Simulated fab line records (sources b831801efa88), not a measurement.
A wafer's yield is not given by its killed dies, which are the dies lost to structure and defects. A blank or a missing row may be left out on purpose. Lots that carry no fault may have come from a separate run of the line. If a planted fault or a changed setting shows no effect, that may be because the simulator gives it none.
fab line records | flow gf180mcu
[record] lots = 5 wafers = 15 last-day = 34
route steps=602 shown V1@357 M2@362 V2@382
lots untouched by any fault: they come from a run of this same line in which no faults occurred
start-h: the number of hours between the record's first day and the start of the first shown wafer of the lot | wait-h: how many hours have passed since the lot's step before this one | " repeats the value in the row above | L1.1+2: one row covering several wafers at once | - value missing, or start not given | * or withheld: withheld | < > ~ a bound
route shown NAME@n: names a module that has steps shown in the file, with the first one's number in the route | usual: mean/standard deviation taken from wafers without a fault | same: alike in all rows | chamber/n: place in a boat | sites: the reading at each site | _std_site: how widely they spread, as a standard deviation | _edge_site: outer sites' mean less inner sites' | radius-mm: how far each site lies from the wafer's centre | mask NAME#n: copy n | behind: tool/chamber where the wafer was last shaped | hold: what put the lot on hold/how long, in hours/how the hold closed | device: transistor that didn't switch, given as n, p or np | end of line: the same wafers' tests at the end of the route | a step with no rows: only its recipe | killed: count of dies lost to structure and defects at first sort (not the wafer's yield) | map: the dies of a wafer, with x for killed, . for not killed, _ for no die there
set.NAME: the setting that was run; set.NAME@STEP: the one run at that earlier step | model.NAME: the simulator's own value behind a step, which no gauge read
a table for each step, a row for each wafer; lots at some steps of the route
services: from which hour (start-h, from the record's first day; less than 0 if before it) a tool's chamber was out of use, for how many hours, and why
[[steps]]
[step GF_V1_SPUTTER_22]
[recipe] material = TiN target-thk-nm = 10 chamber-pressure-pa = 5 power-w = 4000 time-s = 40
[usual] throttle-valve-pct = 29.9/1.1
// columns lot.wafer tool chamber start-h wait-h throttle-valve-pct
L075.2 pvd-sputter-02 - 417.59 0.0 29.8
L075.4 " - " " 28.0
L075.6 " - " " 29.0
L085.2 pvd-sputter-02 - 510.85 0.0 28.4
L085.3 " - " " 29.9
L085.4 " - " " 28.2
L091.3 pvd-sputter-01 - 556.62 0.0 29.6
L091.4 " - " " 32.3
L091.6 " - " " 32.0
L092.3 pvd-sputter-02 - 565.99 0.0 29.7
L092.5 " - " " 28.9
L092.6 " - " " 29.9
L096.3 pvd-sputter-01 - 598.90 0.0 29.9
L096.4 " - " " 29.7
L096.5 " - " " 29.5
[step GF_V1_CVD_23]
[recipe] material = W target-thk-nm = 350 time-s = 105.05 temp-c = 400 pressure-torr = 40
[usual] heater-power-outer-w = 464/32 heater-power-w = 799/48
// columns lot.wafer tool chamber start-h wait-h heater-power-outer-w heater-power-w
L075.2 cvd-w-02 0 417.63 0.0 523 903
L075.4 " 1 " " 462 807
L075.6 " 1 " " 471 824
L085.2 cvd-w-02 0 510.89 0.0 509 893
L085.3 " 1 " " 467 800
L085.4 " 0 " " 516 896
L091.3 cvd-w-01 1 556.70 0.1 471 761
L091.4 " 0 " " 424 755
L091.6 " 0 " " 420 761
L092.3 cvd-w-01 1 566.07 0.1 463 746
L092.5 " 0 " " 418 782
L092.6 " 1 " " 458 778
L096.3 cvd-w-01 0 598.98 0.1 418 753
L096.4 " 1 " " 473 765
L096.5 " 1 " " 473 771
[step GF_V1_RS_MEAS_24]
[recipe] thk-meas-gauge = four-point-probe reads = W_of_V1_CVD_23+TiN_of_V1_SPUTTER_22+Ti_of_V1_SPUTTER_21
[usual] V1_W_RS = 0.330/0.0043
// columns lot.wafer tool chamber start-h wait-h V1_W_RS[ohm/sq]
L075.2 film-metro-02 - 417.76 0.1 0.327
L075.4 " - " " 0.334
L075.6 " - " " 0.331
L085.2 film-metro-02 - 511.02 0.1 0.324
L085.3 " - " " 0.330
L085.4 " - " " 0.324
L091.3 film-metro-01 - 556.82 0.1 0.335
L091.4 " - " " 0.328
L091.6 " - " " 0.331
L092.3 film-metro-02 - 566.18 0.1 0.337
L092.5 " - " " 0.331
L092.6 " - " " 0.335
L096.3 film-metro-02 - 599.09 0.1 0.332
L096.4 " - " " 0.338
L096.5 " - " " 0.340
[step GF_V1_THK_MEAS_25]
[recipe] thk-meas-gauge = xrf reads = W_of_V1_CVD_23
[usual] V1_W_THK = 357/5.7
// columns lot.wafer tool chamber start-h wait-h V1_W_THK[nm]
L075.2 film-metro-02 - 417.87 0.1 357
L075.4 " - " " 348
L075.6 " - " " 352
L085.2 film-metro-02 - 511.13 0.1 360
L085.3 " - " " 353
L085.4 " - " " 360
L091.3 film-metro-01 - 556.92 0.1 356
L091.4 " - " " 360
L091.6 " - " " 360
L092.3 film-metro-02 - 566.28 0.1 344
L092.5 " - " " 350
L092.6 " - " " 344
L096.3 film-metro-02 - 599.19 0.1 351
L096.4 " - " " 344
L096.5 " - " " 341
[step GF_V1_CMP_26]
[recipe] stop-on = SiO2 down-force-psi = 3.5 platen-rpm = 60 t-overpolish-s = 15 target-thk-nm = 0 pad-velocity-m-s = 0.94248
[usual] edge-zone-pressure-frac = 1.000/0.0048 head-pressure-psi = 3.500/0.0084 motor-current-A = 10.7/0.67 overpolish-run-s = 14.999/0.0091 retaining-ring-pressure-frac = 1.001/0.005 time-to-endpoint-s = 82/3.5
// columns lot.wafer tool chamber start-h wait-h edge-zone-pressure-frac head-pressure-psi motor-current-A overpolish-run-s retaining-ring-pressure-frac time-to-endpoint-s
L075.4 cmp-02 3 417.92 0.0 0.996 3.490 10.6 14.989 0.996 81
L075.2 " 0 " " 1.000 3.491 10.0 15.013 1.010 85
L075.6 " 3 " " 1.003 3.479 10.5 15.009 0.994 81
L085.3 cmp-01 3 511.23 0.1 0.998 3.505 11.3 15.009 1.004 79
L085.2 " 0 " " 1.002 3.498 11.4 14.994 1.003 93
L085.4 " 1 " " 1.009 3.488 10.5 15.007 1.003 84
L091.3 cmp-01 3 557.01 0.1 0.993 3.492 10.6 14.996 1.003 82
L091.4 " 0 " " 0.999 3.511 12.4 14.992 0.991 87
L091.6 " 2 " " 1.003 3.527 10.1 15.008 1.003 82
L092.3 cmp-01 3 566.45 0.2 1.004 3.495 10.7 14.990 0.999 76
L092.6 " 3 " " 0.998 3.490 11.0 14.994 0.997 78
L092.5 " 0 " " 0.995 3.494 11.7 15.003 1.009 88
L096.4 cmp-01 3 599.23 0.0 1.002 3.503 10.7 14.995 0.996 79
L096.3 " 2 " " 1.006 3.508 10.4 14.995 0.997 77
L096.5 " 0 " " 0.999 3.490 12.0 14.985 1.005 83
[step GF_M2_SPUTTER_00]
[recipe] material = Ti target-thk-nm = 37.5 arriving-ion-energy-ev = 80 substrate-temp-c = 200 chamber-pressure-pa = 2 power-w = 4000 time-s = 150
[usual] throttle-valve-pct = 30.0/0.83
// columns lot.wafer tool chamber start-h wait-h throttle-valve-pct
L075.2 pvd-sputter-04 - 418.22 0.2 30.5
L075.4 " - " " 30.0
L075.6 " - " " 29.9
L085.2 pvd-sputter-04 - 511.48 0.1 29.2
L085.3 " - " " 30.0
L085.4 " - " " 29.5
L091.3 pvd-sputter-03 - 557.26 0.2 31.9
L091.4 " - " " 29.7
L091.6 " - " " 29.6
L092.3 pvd-sputter-03 - 566.75 0.2 32.1
L092.5 " - " " 29.9
L092.6 " - " " 31.9
L096.3 pvd-sputter-01 - 599.53 0.1 32.0
L096.4 " - " " 29.6
L096.5 " - " " 29.6
[step GF_M2_SPUTTER_01]
[recipe] material = TiN target-thk-nm = 30 power-w = 6500 time-s = 24.14 chamber-pressure-pa = 0.4
[usual] throttle-valve-pct = 30.0/0.83
// columns lot.wafer tool chamber start-h wait-h throttle-valve-pct
L075.2 pvd-sputter-04 - 418.32 0.1 30.0
L075.4 " - " " 30.3
L075.6 " - " " 30.2
L085.2 pvd-sputter-04 - 511.58 0.1 29.7
L085.3 " - " " 30.5
L085.4 " - " " 29.4
L091.3 pvd-sputter-03 - 557.36 0.1 31.7
L091.4 " - " " 29.6
L091.6 " - " " 29.6
L092.3 pvd-sputter-03 - 566.85 0.1 32.1
L092.5 " - " " 29.8
L092.6 " - " " 31.9
L096.3 pvd-sputter-01 - 599.63 0.1 32.2
L096.4 " - " " 29.6
L096.5 " - " " 29.6
[step GF_M2_SPUTTER_02]
[recipe] material = AlCu target-thk-nm = 450 power-w = 10600 time-s = 23.9 chamber-pressure-pa = 0.4
[usual] throttle-valve-pct = 30.1/0.83
// columns lot.wafer tool chamber start-h wait-h throttle-valve-pct
L075.2 pvd-sputter-04 - 418.35 0.0 30.3
L075.4 " - " " 30.0
L075.6 " - " " 30.1
L085.2 pvd-sputter-04 - 511.61 0.0 29.9
L085.3 " - " " 29.9
L085.4 " - " " 29.4
L091.3 pvd-sputter-03 - 557.39 0.0 32.0
L091.4 " - " " 29.9
L091.6 " - " " 29.6
L092.3 pvd-sputter-03 - 566.88 0.0 32.2
L092.5 " - " " 29.7
L092.6 " - " " 32.0
L096.3 pvd-sputter-01 - 599.66 0.0 32.3
L096.4 " - " " 29.8
L096.5 " - " " 29.8
[step GF_M2_SPUTTER_03]
[recipe] material = Ti target-thk-nm = 10 substrate-temp-c = 300 chamber-pressure-pa = 0.3 power-w = 3000 time-s = 6.7
[usual] throttle-valve-pct = 30.0/0.84
// columns lot.wafer tool chamber start-h wait-h throttle-valve-pct
L075.2 pvd-sputter-04 - 418.38 0.0 30.1
L075.4 " - " " 30.2
L075.6 " - " " 30.1
L085.2 pvd-sputter-04 - 511.64 0.0 29.5
L085.3 " - " " 30.0
L085.4 " - " " 29.2
L091.3 pvd-sputter-03 - 557.42 0.0 32.1
L091.4 " - " " 29.8
L091.6 " - " " 29.9
L092.3 pvd-sputter-03 - 566.91 0.0 32.0
L092.5 " - " " 29.6
L092.6 " - " " 31.8
L096.3 pvd-sputter-01 - 599.69 0.0 32.2
L096.4 " - " " 29.7
L096.5 " - " " 29.8
[step GF_M2_SPUTTER_04]
[recipe] material = TiN target-thk-nm = 50 power-w = 6500 time-s = 41.7 chamber-pressure-pa = 0.4
[usual] throttle-valve-pct = 30.0/0.85
// columns lot.wafer tool chamber start-h wait-h throttle-valve-pct
L075.2 pvd-sputter-04 - 418.40 0.0 30.1
L075.4 " - " " 30.2
L075.6 " - " " 29.9
L085.2 pvd-sputter-04 - 511.66 0.0 29.6
L085.3 " - " " 30.1
L085.4 " - " " 29.5
L091.3 pvd-sputter-03 - 557.44 0.0 31.7
L091.4 " - " " 29.9
L091.6 " - " " 30.1
L092.3 pvd-sputter-03 - 566.93 0.0 31.6
L092.5 " - " " 30.0
L092.6 " - " " 31.8
L096.3 pvd-sputter-01 - 599.72 0.0 32.2
L096.4 " - " " 29.7
L096.5 " - " " 29.4
[step GF_M2_RS_MEAS_05]
[recipe] thk-meas-gauge = four-point-probe reads = TiN_of_M2_SPUTTER_04+Ti_of_M2_SPUTTER_03+AlCu_of_M2_SPUTTER_02+TiN_of_M2_SPUTTER_01+Ti_of_M2_SPUTTER_00
[usual] M2_ALCU_RS = 0.0695/0.00069
// columns lot.wafer tool chamber start-h wait-h M2_ALCU_RS[ohm/sq]
L075.2 film-metro-02 - 418.46 0.0 0.0689
L075.4 " - " " 0.0683
L075.6 " - " " 0.0682
L085.2 film-metro-01 - 511.72 0.0 0.0698
L085.3 " - " " 0.0701
L085.4 " - " " 0.0696
L091.3 film-metro-01 - 557.52 0.1 0.0690
L091.4 " - " " 0.0680
L091.6 " - " " 0.0686
L092.3 film-metro-01 - 567.01 0.1 0.0698
L092.5 " - " " 0.0685
L092.6 " - " " 0.0696
L096.3 film-metro-04 - 599.79 0.1 0.0697
L096.4 " - " " 0.0693
L096.5 " - " " 0.0691
[step GF_M2_THK_MEAS_06]
[recipe] thk-meas-gauge = xrf reads = AlCu_of_M2_SPUTTER_02
[usual] M2_ALCU_THK = 447/4.3
// columns lot.wafer tool chamber start-h wait-h M2_ALCU_THK[nm]
L075.2 film-metro-02 - 418.57 0.1 454
L075.4 " - " " 455
L075.6 " - " " 458
L085.2 film-metro-01 - 511.83 0.1 444
L085.3 " - " " 444
L085.4 " - " " 446
L091.3 film-metro-01 - 557.62 0.1 447
L091.4 " - " " 450
L091.6 " - " " 450
L092.3 film-metro-01 - 567.11 0.1 440
L092.5 " - " " 452
L092.6 " - " " 441
L096.3 film-metro-04 - 599.89 0.1 445
L096.4 " - " " 446
L096.5 " - " " 448
[step GF_M2_DEHYDRATE_07]
[recipe] temp-c = 200 time-s = 60
// columns lot.wafer tool chamber start-h wait-h
L075.2+4+6 litho-track-02 0 430.39 11.8
L085.2+3+4 litho-track-01 0 522.53 10.7
L091.3+4+6 litho-track-03 0 568.22 10.6
L092.3+5+6 litho-track-02 0 576.82 9.7
L096.3+4+5 litho-track-02 0 610.02 10.1
[step GF_M2_HMDS_08]
[recipe] prime-time-s = 60 prime-temp-c = 120
// columns lot.wafer tool chamber start-h wait-h
L075.2+4+6 litho-track-02 0 430.54 0.1
L085.2+3+4 litho-track-01 0 522.68 0.1
L091.3+4+6 litho-track-03 0 568.37 0.1
L092.3+5+6 litho-track-02 0 576.97 0.1
L096.3+4+5 litho-track-02 0 610.17 0.1
[step GF_M2_COAT_09]
[recipe] resist = KrF spin-rpm = withheld resist-thk-nm = 1000
// columns lot.wafer tool chamber start-h wait-h
L075.2+4+6 litho-track-02 0 430.69 0.1
L085.2+3+4 litho-track-01 0 522.83 0.1
L091.3+4+6 litho-track-03 0 568.52 0.1
L092.3+5+6 litho-track-02 0 577.12 0.1
L096.3+4+5 litho-track-02 0 610.32 0.1
[step GF_M2_SOFTBAKE_10]
[recipe] temp-c = 130 time-s = 60 resist = KrF
// columns lot.wafer tool chamber start-h wait-h
L075.2+4+6 litho-track-02 0 430.84 0.1
L085.2+3+4 litho-track-01 0 522.98 0.1
L091.3+4+6 litho-track-03 0 568.67 0.1
L092.3+5+6 litho-track-02 0 577.27 0.1
L096.3+4+5 litho-track-02 0 610.47 0.1
[step GF_M2_EXPOSE_11]
[recipe] mask-id = Metal2 target-cd-nm = 280 na = 0.68 source-shape = conventional sigma-outer = 0.6 dose-mj = 28
// columns lot.wafer tool chamber start-h wait-h mask
L075.2+4+6 krf-scanner-01 0 - - Metal2#0
L085.2+3+4 krf-scanner-02 0 - - Metal2#0
L091.3+4+6 krf-scanner-01 0 - - Metal2#0
L092.3+5+6 krf-scanner-02 0 - - Metal2#0
L096.3+4+5 krf-scanner-01 0 - - Metal2#0
[step GF_M2_PEB_12]
[recipe] peb-temp-c = 135 peb-time-s = 90 resist = KrF
// columns lot.wafer tool chamber start-h wait-h
L075.2+4+6 litho-track-03 0 - -
L085.2+3+4 litho-track-03 0 - -
L091.3+4+6 litho-track-01 0 - -
L092.3+5+6 litho-track-02 0 - -
L096.3+4+5 litho-track-02 0 - -
[step GF_M2_DEVELOP_13]
[recipe] develop-time-s = 60 dev-temp-c = 21
// columns lot.wafer tool chamber start-h wait-h
L075.2+4+6 litho-track-03 0 442.65 0.2
L085.2+3+4 litho-track-03 0 533.90 0.2
L091.3+4+6 litho-track-01 0 579.25 0.1
L092.3+5+6 litho-track-02 0 588.07 0.1
L096.3+4+5 litho-track-02 0 620.72 0.1
[step GF_M2_CD_MEAS_14]
[recipe] target-cd-nm = 280
[usual] cd-nm = 279.8/1.3
// columns lot.wafer tool chamber start-h wait-h cd-nm
L075.2 cd-sem-02 - 442.80 0.1 278.0
L075.4 " - " " 280.1
L075.6 " - " " 280.4
L085.2 cd-sem-02 - 534.04 0.1 279.7
L085.3 " - " " 280.0
L085.4 " - " " 278.1
L091.3 cd-sem-01 - 579.39 0.1 278.4
L091.4 " - " " 278.2
L091.6 " - " " 277.3
L092.3 cd-sem-01 - 588.21 0.1 281.4
L092.5 " - " " 282.5
L092.6 " - " " 282.3
L096.3 cd-sem-01 - 620.86 0.1 280.6
L096.4 " - " " 280.0
L096.5 " - " " 280.3
[step GF_M2_OVL_MEAS_15]
[usual] M2_OVL = -1/5.4
// columns lot.wafer tool chamber start-h wait-h M2_OVL[nm]
L075.2 overlay-01 - 442.90 0.1 -10
L075.4 " - " " -12
L075.6 " - " " -16
L085.2 overlay-01 - 534.15 0.1 1
L085.3 " - " " -6
L085.4 " - " " 2
L091.3 overlay-02 - 579.48 0.1 -3
L091.4 " - " " -9
L091.6 " - " " -6
L092.3 overlay-01 - 588.30 0.1 -2
L092.5 " - " " -5
L092.6 " - " " -4
L096.3 overlay-01 - 620.95 0.1 5
L096.4 " - " " 7
L096.5 " - " " 3
[step GF_M2_METAL_ETCH_16]
[recipe] chemistry = Cl2/BCl3 mask-material = KrF target-depth-nm = 750.8 stop-on = SiO2 pressure-mtorr = 8 icp-w = 800 bias-w = 140 Cl2_flow_sccm = 80 bcl3-flow-sccm = 40 time-s = 125.1
[usual] drypump-motor-current-A = 5.6/0.38 oes-product-au = 0.992/0.0061 throttle-valve-pct = 28.230/0.0097
// columns lot.wafer tool chamber start-h wait-h drypump-motor-current-A oes-product-au rf-hours-counter-h throttle-valve-pct
L075.2 rie-metal-01 0 442.93 0.0 5.5 0.981 9 28.218
L075.4 " 0 " " 5.5 0.983 - 28.233
L075.6 " 1 " " 5.5 0.986 - 28.216
L085.2 rie-metal-04 1 534.18 0.0 5.4 0.984 6 28.241
L085.3 " 0 " " 6.3 0.993 - 28.246
L085.4 " 1 " " 5.4 0.989 - 28.232
L091.3 rie-metal-03 0 579.55 0.1 5.2 0.989 - 28.223
L091.4 " 1 " " 5.9 0.999 - 28.217
L091.6 " 1 " " 5.8 0.993 - 28.228
L092.3 rie-metal-04 1 588.36 0.1 5.4 0.989 - 28.229
L092.5 " 1 " " 5.4 0.998 - 28.218
L092.6 " 0 " " 6.2 0.994 - 28.215
L096.3 rie-metal-03 0 621.01 0.1 5.2 0.988 - 28.241
L096.4 " 1 " " 5.9 0.989 - 28.244
L096.5 " 0 " " 5.2 0.993 - 28.217
[step GF_M2_STRIP_17]
[recipe] chemistry = O2/N2 power-w = 1400 pressure-mtorr = 1500 platen-temp-c = 250 o2-flow-sccm = 3000 n2-flow-sccm = 300 overash-fraction = 0.5
[usual] drypump-motor-current-A = 5.4/0.49 heater-power-w = 310/31 oes-product-au = 0.537/0.0048 strip-time-to-endpoint-s = 7.37/0.053
// columns lot.wafer tool chamber start-h wait-h drypump-motor-current-A heater-power-w oes-product-au rf-hours-counter-h strip-time-to-endpoint-s
L075.2 plasma-asher-04 1 443.06 0.1 5.1 281 0.552 1 7.50
L075.4 " 1 " " 5.2 299 0.541 - 7.43
L075.6 " 0 " " 4.9 351 0.535 - 7.38
L085.2 plasma-asher-02 0 534.31 0.1 5.6 268 0.542 45 7.42
L085.3 " 1 " " 5.3 307 0.537 - 7.32
L085.4 " 0 " " 5.7 267 0.538 - 7.37
L091.3 plasma-asher-04 0 579.67 0.1 4.9 349 0.534 - 7.36
L091.4 " 1 " " 5.1 295 0.543 - 7.45
L091.6 " 1 " " 5.1 293 0.535 - 7.40
L092.3 plasma-asher-02 0 588.48 0.1 5.7 267 0.538 - 7.37
L092.5 " 0 " " 5.6 263 0.544 - 7.35
L092.6 " 1 " " 5.3 310 0.529 - 7.33
L096.3 plasma-asher-02 1 621.13 0.1 5.3 315 0.535 - 7.36
L096.4 " 0 " " 5.6 270 0.536 - 7.39
L096.5 " 1 " " 5.3 310 0.532 - 7.33
[step GF_M2_STRIP_18]
[recipe] chemistry = post-etch-residue-remover time-s = 1200 temp-c = 72.5
// columns lot.wafer tool chamber start-h wait-h
L075.2+4+6 wet-bench-01 2 443.16 0.1
L085.2+3+4 wet-bench-03 2 534.41 0.1
L091.3+4+6 wet-bench-01 0 579.73 0.0
L092.3+5+6 wet-bench-04 0 588.55 0.0
L096.3+4+5 wet-bench-01 1 621.20 0.0
[step GF_M2_CLEAN_19]
[recipe] chemistry = DIW dry = n2-spin
// columns lot.wafer tool chamber start-h wait-h
L075.2+4+6 wet-bench-04 2 443.50 0.0
L085.2+3+4 wet-bench-04 2 534.75 0.0
L091.3+4+6 wet-bench-01 0 580.08 0.0
L092.3+5+6 wet-bench-01 3 588.89 0.0
L096.3+4+5 wet-bench-03 0 621.54 0.0
[step GF_V2_CVD_00]
[recipe] material = SiO2 target-thk-nm = 600 sigma-open-frac = 0.3 temp-c = 400 time-s = 100 sih4-flow-sccm = 60 pressure-mtorr = 6
// columns lot.wafer tool chamber start-h wait-h
L075.2+4+6 hdpcvd-01 2,1,0 443.59 0.0
L085.2+3+4 hdpcvd-01 1,0,1 534.85 0.0
L091.3+4+6 hdpcvd-02 0,2,1 580.17 0.0
L092.3+5+6 hdpcvd-01 0,1,0 588.98 0.0
L096.3+4+5 hdpcvd-01 0,2,0 621.63 0.0
[step GF_V2_THK_MEAS_01]
[recipe] reads = SiO2_of_V2_CVD_00
[usual] V2_CVD_00_THK = 599/5.6
// columns lot.wafer tool chamber start-h wait-h V2_CVD_00_THK[nm]
L075.2 film-metro-04 - 443.68 0.0 601
L075.4 " - " " 600
L075.6 " - " " 603
L085.2 film-metro-02 - 534.93 0.0 590
L085.3 " - " " 603
L085.4 " - " " 595
L091.3 film-metro-04 - 580.26 0.1 598
L091.4 " - " " 597
L091.6 " - " " 598
L092.3 film-metro-02 - 589.08 0.1 595
L092.5 " - " " 596
L092.6 " - " " 604
L096.3 film-metro-02 - 621.73 0.1 607
L096.4 " - " " 613
L096.5 " - " " 600
[step GF_V2_CVD_02]
[recipe] material = SiO2 target-thk-nm = 850 precursor = TEOS temp-c = 400 time-s = 94.851 rf-w = 600
[usual] heater-power-outer-w = 384/72 heater-power-w = 659/110
// columns lot.wafer tool chamber start-h wait-h heater-power-outer-w heater-power-w
L075.2 pecvd-01 2 443.73 0.0 391 649
L075.4 " 1 " " 406 694
L075.6 " 2 " " 432 708
L085.2 pecvd-01 0 534.98 0.0 329 633
L085.3 " 1 " " 384 668
L085.4 " 2 " " 433 701
L091.3 pecvd-04 0 580.30 0.0 426 659
L091.4 " 2 " " 364 630
L091.6 " 1 " " 558 951
L092.3 pecvd-01 0 589.12 0.0 446 763
L092.5 " 0 " " 324 617
L092.6 " 1 " " 333 615
L096.3 pecvd-03 2 621.77 0.0 357 667
L096.4 " 1 " " 293 510
L096.5 " 0 " " 319 529
[step GF_V2_THK_MEAS_03]
[recipe] reads = SiO2_of_V2_CVD_02
[usual] V2_CVD_02_THK = 851/12
// columns lot.wafer tool chamber start-h wait-h V2_CVD_02_THK[nm]
L075.2 film-metro-02 - 443.81 0.0 846
L075.4 " - " " 848
L075.6 " - " " 854
L085.2 film-metro-03 - 535.06 0.0 845
L085.3 " - " " 840
L085.4 " - " " 846
L091.3 film-metro-03 - 580.39 0.1 848
L091.4 " - " " 867
L091.6 " - " " 839
L092.3 film-metro-03 - 589.21 0.1 841
L092.5 " - " " 850
L092.6 " - " " 849
L096.3 film-metro-02 - 621.86 0.1 838
L096.4 " - " " 863
L096.5 " - " " 863
[step GF_V2_CMP_04]
[recipe] material = SiO2 down-force-psi = 4 platen-rpm = 60 pad-velocity-m-s = 0.94248
[usual] edge-zone-pressure-frac = 1.001/0.0054 head-pressure-psi = 4.000/0.0089 motor-current-A = 11.6/0.72 retaining-ring-pressure-frac = 0.999/0.0056 time-to-endpoint-s = 79/5.6
// columns lot.wafer tool chamber start-h wait-h edge-zone-pressure-frac head-pressure-psi motor-current-A retaining-ring-pressure-frac time-to-endpoint-s
L075.2 cmp-01 3 443.96 0.1 1.009 4.011 12.1 1.011 72
L075.4 " 1 " " 1.005 4.002 11.5 1.007 73
L075.6 " 0 " " 1.002 3.983 13.1 1.008 83
L085.4 cmp-01 2 535.16 0.1 0.999 3.987 11.7 1.002 79
L085.3 " 3 " " 1.003 4.008 12.0 1.003 76
L085.2 " 0 " " 1.004 4.013 13.3 1.005 88
L091.4 cmp-01 0 580.43 0.0 0.999 4.002 12.4 0.995 92
L091.3 " 2 " " 1.012 4.003 11.0 0.994 77
L091.6 " 0 " " 1.008 3.997 13.1 0.996 77
L092.3 cmp-02 1 589.25 0.0 0.998 4.008 11.7 0.997 78
L092.5 " 1 " " 0.997 3.984 11.8 1.001 80
L092.6 " 2 " " 0.997 3.989 11.5 0.993 74
L096.4 cmp-01 0 621.95 0.1 0.999 4.014 13.1 1.010 90
L096.3 " 2 " " 1.005 4.014 11.3 1.006 72
L096.5 " 3 " " 1.007 4.009 11.5 1.000 82
[step GF_V2_BOW_MEAS_05]
[recipe] mode = bow
[usual] V2_BOW = 99/8.4
// columns lot.wafer tool chamber start-h wait-h V2_BOW[um]
L075.2 film-metro-02 - 444.28 0.3 101
L075.4 " - " " 98
L075.6 " - " " 98
L085.2 film-metro-03 - 535.43 0.1 108
L085.3 " - " " 102
L085.4 " - " " 105
L091.3 film-metro-04 - 580.81 0.2 106
L091.4 " - " " 102
L091.6 " - " " 115
L092.3 film-metro-04 - 589.59 0.3 94
L092.5 " - " " 89
L092.6 " - " " 89
L096.3 film-metro-03 - 622.24 0.1 100
L096.4 " - " " 81
L096.5 " - " " 103
[step GF_V2_DEHYDRATE_06]
[recipe] temp-c = 200 time-s = 60
// columns lot.wafer tool chamber start-h wait-h
L075.2+4+6 litho-track-01 0 456.48 12.2
L085.2+3+4 litho-track-02 0 546.04 10.6
L091.3+4+6 litho-track-01 0 590.50 9.7
L092.3+5+6 litho-track-01 0 599.35 9.7
L096.3+4+5 litho-track-04 0 631.94 9.7
[step GF_V2_HMDS_07]
[recipe] prime-time-s = 60 prime-temp-c = 120
// columns lot.wafer tool chamber start-h wait-h
L075.2+4+6 litho-track-01 0 456.63 0.1
L085.2+3+4 litho-track-02 0 546.19 0.1
L091.3+4+6 litho-track-01 0 590.65 0.1
L092.3+5+6 litho-track-01 0 599.50 0.1
L096.3+4+5 litho-track-04 0 632.09 0.1
[step GF_V2_COAT_08]
[recipe] resist = BARC temp-c = withheld time-s = withheld spin-rpm = withheld resist-thk-nm = withheld
// columns lot.wafer tool chamber start-h wait-h
L075.2+4+6 litho-track-01 0 456.78 0.1
L085.2+3+4 litho-track-02 0 546.34 0.1
L091.3+4+6 litho-track-01 0 590.80 0.1
L092.3+5+6 litho-track-01 0 599.65 0.1
L096.3+4+5 litho-track-04 0 632.24 0.1
[step GF_V2_COAT_09]
[recipe] resist = KrF spin-rpm = withheld resist-thk-nm = 1000
// columns lot.wafer tool chamber start-h wait-h
L075.2+4+6 litho-track-01 0 - -
L085.2+3+4 litho-track-02 0 - -
L091.3+4+6 litho-track-01 0 - -
L092.3+5+6 litho-track-01 0 - -
L096.3+4+5 litho-track-04 0 - -
[step GF_V2_SOFTBAKE_10]
[recipe] temp-c = 130 time-s = 57.74 resist = KrF
// columns lot.wafer tool chamber start-h wait-h
L075.2+4+6 litho-track-01 0 - -
L085.2+3+4 litho-track-02 0 - -
L091.3+4+6 litho-track-01 0 - -
L092.3+5+6 litho-track-01 0 - -
L096.3+4+5 litho-track-04 0 - -
[step GF_V2_EXPOSE_11]
[recipe] mask-id = Via2 target-cd-nm = 260 na = 0.68 source-shape = conventional sigma-outer = 0.6 dose-mj = 38
// columns lot.wafer tool chamber start-h wait-h mask
L075.2+4+6 krf-scanner-01 0 - - Via2#0
L085.2+3+4 krf-scanner-02 0 - - Via2#0
L091.3+4+6 krf-scanner-02 0 - - Via2#0
L092.3+5+6 krf-scanner-01 0 - - Via2#0
L096.3+4+5 krf-scanner-02 0 - - Via2#0
[step GF_V2_PEB_12]
[recipe] peb-temp-c = 135 peb-time-s = 90 resist = KrF
// columns lot.wafer tool chamber start-h wait-h
L075.2+4+6 litho-track-02 0 - -
L085.2+3+4 litho-track-04 0 - -
L091.3+4+6 litho-track-04 0 - -
L092.3+5+6 litho-track-01 0 - -
L096.3+4+5 litho-track-01 0 - -
[step GF_V2_DEVELOP_13]
[recipe] develop-time-s = 60 resist = KrF dev-temp-c = 21
// columns lot.wafer tool chamber start-h wait-h
L075.2+4+6 litho-track-02 0 468.64 0.2
L085.2+3+4 litho-track-04 0 557.51 0.2
L091.3+4+6 litho-track-04 0 601.39 0.1
L092.3+5+6 litho-track-01 0 610.35 0.1
L096.3+4+5 litho-track-01 0 642.35 0.1
[step GF_V2_CD_MEAS_14]
[recipe] target-cd-nm = 260
[usual] cd-nm = 259.8/1.2
// columns lot.wafer tool chamber start-h wait-h cd-nm
L075.2 cd-sem-01 - 468.83 0.2 259.5
L075.4 " - " " 260.0
L075.6 " - " " 259.4
L085.2 cd-sem-01 - 557.66 0.1 258.7
L085.3 " - " " 259.4
L085.4 " - " " 260.2
L091.3 cd-sem-01 - 601.53 0.1 261.5
L091.4 " - " " 261.5
L091.6 " - " " 260.9
L092.3 cd-sem-02 - 610.49 0.1 257.4
L092.5 " - " " 258.6
L092.6 " - " " 257.8
L096.3 cd-sem-01 - 642.49 0.1 257.7
L096.4 " - " " 259.0
L096.5 " - " " 258.9
[step GF_V2_OVL_MEAS_15]
[usual] V2_OVL = 0/6.4
// columns lot.wafer tool chamber start-h wait-h V2_OVL[nm]
L075.2 overlay-01 - 468.93 0.1 -1
L075.4 " - " " -5
L075.6 " - " " 1
L085.2 overlay-01 - 557.76 0.1 0
L085.3 " - " " 2
L085.4 " - " " 6
L091.3 overlay-01 - 601.62 0.1 1
L091.4 " - " " -3
L091.6 " - " " -3
L092.3 overlay-02 - 610.58 0.1 9
L092.5 " - " " 9
L092.6 " - " " 15
L096.3 overlay-01 - 642.58 0.1 3
L096.4 " - " " -1
L096.5 " - " " 7
[[services]]
// columns tool chamber start-h hours kind
krf-scanner-01 - 394.58 1.3 pm
krf-scanner-01 - 399.89 1.4 repair
krf-scanner-01 - 401.98 1.0 pm
cmp-01 - 404.01 3.4 pm
krf-scanner-01 - 406.74 0.8 pm
krf-scanner-01 - 417.62 4.4 pm
krf-scanner-02 - 458.86 9.2 repair
wet-bench-01 - 463.72 2.9 repair
krf-scanner-02 - 468.05 0.8 pm
krf-scanner-02 - 486.91 0.8 pm
pvd-sputter-04 - 493.46 2.8 repair
krf-scanner-02 - 495.00 1.3 pm
krf-scanner-02 - 504.03 6.2 repair
krf-scanner-01 - 530.88 0.2 repair
krf-scanner-02 - 551.43 1.0 pm
pvd-sputter-04 - 554.87 3.7 repair
krf-scanner-01 - 570.48 1.3 pm
krf-scanner-01 - 571.78 1.0 pm
cmp-01 - 572.00 4.0 pm
krf-scanner-02 - 572.98 4.4 pm
pvd-sputter-03 - 574.38 6.9 repair
krf-scanner-01 - 577.36 0.8 pm
pvd-sputter-01 - 614.00 0.5 repair
pvd-sputter-04 - 624.07 1.3 repair
[[key]]
fault none
